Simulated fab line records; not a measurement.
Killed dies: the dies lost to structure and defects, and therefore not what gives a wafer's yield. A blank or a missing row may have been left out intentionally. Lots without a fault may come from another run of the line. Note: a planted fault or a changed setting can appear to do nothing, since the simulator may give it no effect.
Which of the tools did it? | flow sky130 | 36 wafers from 12 lots sampled at 3 of the route's 708 steps

WHAT THE GAUGES READ, wafer by wafer
SKY_VIA1_OVL_MEAS_13. Usual: for VIA1_OVL the level is 3 nm and the standard deviation is 5.1.
lot  | measured     | on         | VIA1_OVL (nm) | flag
L528 | day 33 19:58 | overlay-01 | 5 7 9         |
L529 | day 34 05:41 | overlay-02 | 1 0 3         |
L531 | day 34 19:15 | overlay-02 | 3 1 -1        |
L540 | day 37 21:34 | overlay-02 | 2 -6 0        |
L541 | day 38 08:25 | overlay-01 | -12 -7 -5     |
L543 | day 39 08:46 | overlay-02 | 2 3 10        |
L546 | day 39 21:12 | overlay-02 | -3 2 -1       |
L547 | day 40 08:22 | overlay-01 | 6 9 -1        |
L548 | day 40 10:44 | overlay-01 | 10 9 14       |
L549 | day 40 15:21 | overlay-02 | 4 9 11        |
L550 | day 40 19:43 | overlay-01 | -6 1 -10      |
L551 | day 41 01:18 | overlay-01 | 9 5 10        |

TOOL THAT RAN EACH LOT (tool first, then ch and the chambers of the sampled wafers, then the start)
lot  | SKY_CONTACT_STRIP_19                 | SKY_VIA1_CMP_02
L528 | plasma asher-01 ch 0,1, day 31 11:56 | cmp-01 ch 0,1, day 32 17:23
L529 | plasma asher-01 ch 0,1, day 31 20:40 | cmp-01 ch 1,2,3, day 33 02:47
L531 | plasma asher-04 ch 0, day 32 11:52   | cmp-01 ch 2,3, day 33 17:10
L540 | plasma asher-02 ch 0,1, day 35 15:36 | cmp-01 ch 0,2,3, day 36 19:55
L541 | plasma asher-02 ch 0,1, day 36 02:04 | cmp-01 ch 0,2,3, day 37 06:19
L543 | plasma asher-01 ch 0,1, day 37 01:44 | cmp-02 ch 1,2, day 38 06:44
L546 | plasma asher-02 ch 0, day 37 14:55   | cmp-01 ch 1,2, day 38 19:28
L547 | plasma asher-01 ch 0,1, day 38 02:58 | cmp-02 ch 1,2,3, day 39 07:03
L548 | plasma asher-01 ch 0,1, day 38 05:14 | cmp-02 ch 0,2, day 39 09:41
L549 | plasma asher-04 ch 0,1, day 38 08:41 | cmp-01 ch 0,1,3, day 39 13:57
L550 | plasma asher-01 ch 0,1, day 38 15:53 | cmp-01 ch 0,2,3, day 39 18:52
L551 | plasma asher-02 ch 0,1, day 38 21:13 | cmp-01 ch 1,2,3, day 40 00:47
- SKY_CONTACT_STRIP_19: strips in O2/N2.
- SKY_VIA1_CMP_02: polishes SiO2.

WHAT THE TOOLS THEMSELVES READ (means of the sampled wafers that have a number; where no wafer has one, the mark that the record gives instead)
SKY_CONTACT_STRIP_19. Usual: drypump motor current A 5.6 A, standard deviation 0.34; o2 flow sccm 3000 sccm, standard deviation 9.1; oes product au 0.381 a.u., standard deviation 0.0045; strip time to endpoint s 3.611 s, standard deviation 0.024.
lot  | tool            | drypump motor current A (A) | o2 flow sccm (sccm) | oes product au (a.u.) | strip time to endpoint s (s) | flag
L528 | plasma asher-01 | 5.3                         | 3000                | 0.375                 | 3.617                        |
L529 | plasma asher-01 | 5.5                         | 2997                | 0.388                 | 3.617                        |
L531 | plasma asher-04 | 5.7                         | 3000                | 0.378                 | 3.603                        |
L540 | plasma asher-02 | 5.6                         | 3002                | 0.381                 | 3.602                        |
L541 | plasma asher-02 | 5.6                         | 2992                | 0.380                 | 3.625                        |
L543 | plasma asher-01 | 5.5                         | 2999                | 0.385                 | 3.632                        |
L546 | plasma asher-02 | 5.3                         | 2981                | 0.385                 | 3.614                        |
L547 | plasma asher-01 | 5.3                         | 2995                | 0.380                 | 3.591                        |
L548 | plasma asher-01 | 5.3                         | 3000                | 0.375                 | 3.578                        |
L549 | plasma asher-04 | 5.8                         | 2997                | 0.378                 | 3.595                        |
L550 | plasma asher-01 | 5.5                         | 2998                | 0.380                 | 3.614                        |
L551 | plasma asher-02 | 5.8                         | 2991                | 0.380                 | 3.625                        |

SKY_VIA1_CMP_02. Usual: motor current A 11.7 A, standard deviation 0.81.
lot  | tool   | motor current A (A) | flag
L528 | cmp-01 | 11.8                |
L529 | cmp-01 | 11.3                |
L531 | cmp-01 | 11.1                |
L540 | cmp-01 | 12.2                |
L541 | cmp-01 | 11.8                |
L543 | cmp-02 | 11.2                |
L546 | cmp-01 | 11.0                |
L547 | cmp-02 | 11.6                |
L548 | cmp-02 | 11.6                |
L549 | cmp-01 | 11.8                |
L550 | cmp-01 | 12.1                |
L551 | cmp-01 | 11.1                |

THE ANSWER, worked out from the rows above alone
Rule: take the mean of a lot's wafers that have a number; if it is more than 3 standard deviations from the usual mean, the lot is off. Also off: a lot with no number at a reading for which 4 or more lots have one. Where the step has rows for the other lots, those lots are counted as sound. The gauges are gone through in route order, then the tools' own readings, and for those a lot's mean is taken as printed above. The first step at which some lot is off is used, and at that step the reading that is off furthest; a lot without a number counts as furthest.
No lot is off at any reading shown: from this, nothing can be told.

WHAT HAD BEEN PUT IN BY THE SIMULATOR
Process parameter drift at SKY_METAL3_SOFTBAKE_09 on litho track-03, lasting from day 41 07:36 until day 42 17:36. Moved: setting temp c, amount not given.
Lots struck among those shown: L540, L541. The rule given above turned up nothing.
